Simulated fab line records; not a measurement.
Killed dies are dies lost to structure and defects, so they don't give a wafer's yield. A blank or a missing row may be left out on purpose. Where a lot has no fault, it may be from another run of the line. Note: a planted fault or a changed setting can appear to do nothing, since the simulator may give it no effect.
Which tool did it? || flow sky130 || 6 lots, 18 wafers sampled, at 2 steps of a route of 708

WHAT THE GAUGES SHOWED, per wafer
SKY_LI_CONTACT_CD_MEAS_12: target cd 170 nm.
{"lot": "L158", "measured": "day 29 13:26", "on": "cd-sem-02", "cd-nm (nm)": "168.9 168.1 168.1"}
{"lot": "L160", "measured": "day 30 09:31", "on": "cd-sem-02", "cd-nm (nm)": "169.9 170.3 169.4"}
{"lot": "L164", "measured": "day 31 21:35", "on": "cd-sem-01", "cd-nm (nm)": "171.5 172.2 173.1"}
{"lot": "L166", "measured": "day 32 05:08", "on": "cd-sem-01", "cd-nm (nm)": "170.7 171.3 171.2"}
{"lot": "L169", "measured": "day 33 09:49", "on": "cd-sem-02", "cd-nm (nm)": "167.3 167.0 168.4"}
{"lot": "L177", "measured": "day 35 19:19", "on": "cd-sem-01", "cd-nm (nm)": "169.5 168.9 169.4"}

TOOL THAT RAN EACH LOT (tool first, then ch and the chambers of the sampled wafers, then the start)
{"lot": "L158", "SKY_RES_XHIGH_STRIP_08": "plasma-asher-02 ch 0,1, day 27 01:58"}
{"lot": "L160", "SKY_RES_XHIGH_STRIP_08": "plasma-asher-04 ch 0,1, day 27 21:07"}
{"lot": "L164", "SKY_RES_XHIGH_STRIP_08": "plasma-asher-01 ch 0,1, day 29 11:23"}
{"lot": "L166", "SKY_RES_XHIGH_STRIP_08": "plasma-asher-01 ch 0,1, day 29 20:11"}
{"lot": "L169", "SKY_RES_XHIGH_STRIP_08": "plasma-asher-04 ch 0,1, day 30 23:35"}
{"lot": "L177", "SKY_RES_XHIGH_STRIP_08": "plasma-asher-01 ch 0,1, day 33 13:14"}
- SKY_RES_XHIGH_STRIP_08: strips in O2/N2.

THE ANSWER, worked out from the rows above alone
Rule: the usual values come from the lots themselves. Put in order of their means at a reading, lots are off if they are a third of the lots or fewer, leave a main group of 4 or more, and stand apart from it by a gap of 3 or more times the standard deviation of the main group's means; of several such gaps the widest counts. If all means in a main group match to the digits the tables above print for the reading, that group is not used. A lot without any number at a reading at which 4 lots or more have one is off too. Any other lot the step has rows for is counted as sound.
Nothing can be told from this: no lot is off at any reading shown.

WHAT HAD BEEN PUT IN BY THE SIMULATOR
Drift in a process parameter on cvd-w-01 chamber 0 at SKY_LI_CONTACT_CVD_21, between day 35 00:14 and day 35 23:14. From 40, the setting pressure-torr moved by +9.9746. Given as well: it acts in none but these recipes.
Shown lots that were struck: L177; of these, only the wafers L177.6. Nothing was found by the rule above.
